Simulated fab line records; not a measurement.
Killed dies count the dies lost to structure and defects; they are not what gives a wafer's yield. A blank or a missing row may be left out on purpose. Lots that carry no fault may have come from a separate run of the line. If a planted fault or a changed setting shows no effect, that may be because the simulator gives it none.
Struck lot and sound lot, side by side || flow sky130 || 15 steps out of a route of 708
Sound: the wafers L159.3, L159.4, L159.6. Struck: wafers L168.3, L168.4, L168.6. The cause is given at the end.
Per side, at each step with rows, come the tool, then ch with its chambers, and then its first start. Under that, the readings that differ: sound wafers || struck wafers || difference of the means || sigmas: that difference in standard deviations of wafers without a fault.
alike: words and numbers the same on both sides, and readings whose means are apart by under 2 such deviations; not compared: readings that were withheld, readings missing a value for some wafer, numbers with overlapping values and no deviation given by the record, and bounds like >300 which may hide the same value.
A row with sigmas, a row that says differs or no value, or rows on one side alone: a step with any of these is where the two part. Numbers that have no deviation but don't overlap get no sigmas and don't part them. Lack of a reading on every wafer of one side parts them only where that side has two or more wafers.

SKY_LI_CONTACT_THK_MEAS_23: measures by xrf.
  sound on film_metro-03, day 30 13:58; struck on film_metro-02, day 33 07:49
  alike: LI_CONTACT_W_THK
SKY_LI_CONTACT_CMP_24: polishes, stops on PSG, t overpolish 20 s, target thk 0 nm.
  sound on cmp-01 ch 0,2,3, day 30 14:17; struck on cmp-01 ch 0,1,2, day 33 07:57
  alike: motor_current_A, overpolish_run_s, retaining_ring_pressure_frac, time_to_endpoint_s
SKY_LOCAL_INTERCONNECT_SPUTTER_00: material TiN, target thk 100 nm, time 83.3 s.
  sound on pvd_sputter-01, day 30 14:35; struck on pvd_sputter-03, day 33 08:09
  alike: throttle_valve_pct
SKY_LOCAL_INTERCONNECT_RS_MEAS_01: a four-point-probe measurement.
  sound on film_metro-01, day 30 14:41; struck on film_metro-02, day 33 08:16
  alike: LOCAL_INTERCONNECT_TIN_RS
SKY_LOCAL_INTERCONNECT_THK_MEAS_02: measures by xrf.
  sound on film_metro-01, day 30 14:47; struck on film_metro-02, day 33 08:22
  alike: LOCAL_INTERCONNECT_TIN_THK
then, 7 steps without rows for these wafers: SKY_LOCAL_INTERCONNECT_DEHYDRATE_03 (time 60 s); SKY_LOCAL_INTERCONNECT_HMDS_04 (prime time 60 s); SKY_LOCAL_INTERCONNECT_COAT_05 (resist thk 60 nm); SKY_LOCAL_INTERCONNECT_COAT_06 (resist thk 450 nm); SKY_LOCAL_INTERCONNECT_SOFTBAKE_07 (time 90 s); SKY_LOCAL_INTERCONNECT_EXPOSE_08 (exposes mask LI1M, target cd 170 nm); SKY_LOCAL_INTERCONNECT_PEB_09.
SKY_LOCAL_INTERCONNECT_DEVELOP_10: develop time 60 s.
  sound on litho_track-02 ch 0, day 31 18:00; struck on litho_track-02 ch 0, day 34 10:00
{"reading": "developer_temp_C (C)", "sound": "20.90 20.97 21.12", "struck": "23.16 22.99 23.19", "difference": "+2.12", "sigmas": "+22"}
SKY_LOCAL_INTERCONNECT_CD_MEAS_11: the cd target is 170 nm.
  sound on cd_sem-02, day 31 18:55; struck on cd_sem-02, day 34 10:40
  alike: cd_nm
-- here the record skips 14 days between the struck wafers' starts before and after, leaving off in module LOCAL_INTERCONNECT and picking up in module PAD_OPEN (first step shown: number 708 of the route) --
SKY_PAD_OPEN_PROBE_99:
  sound on prober-02, day 46 22:35; struck on prober-02, day 48 19:19
  alike: killed_at_M0_to_M3, killed_at_M4_up, killed_at_contacts, killed_at_front_end, killed_at_other, killed_dies, killed_open, killed_short

WHERE THEY PART
Within this record, at SKY_LOCAL_INTERCONNECT_DEVELOP_10 only. Later steps at which nothing parts them and some readings are alike: SKY_LOCAL_INTERCONNECT_CD_MEAS_11, SKY_PAD_OPEN_PROBE_99.

WHY: the cause the simulator had injected
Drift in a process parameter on litho_track-02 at SKY_LOCAL_INTERCONNECT_DEVELOP_10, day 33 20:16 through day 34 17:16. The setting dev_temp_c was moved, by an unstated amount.
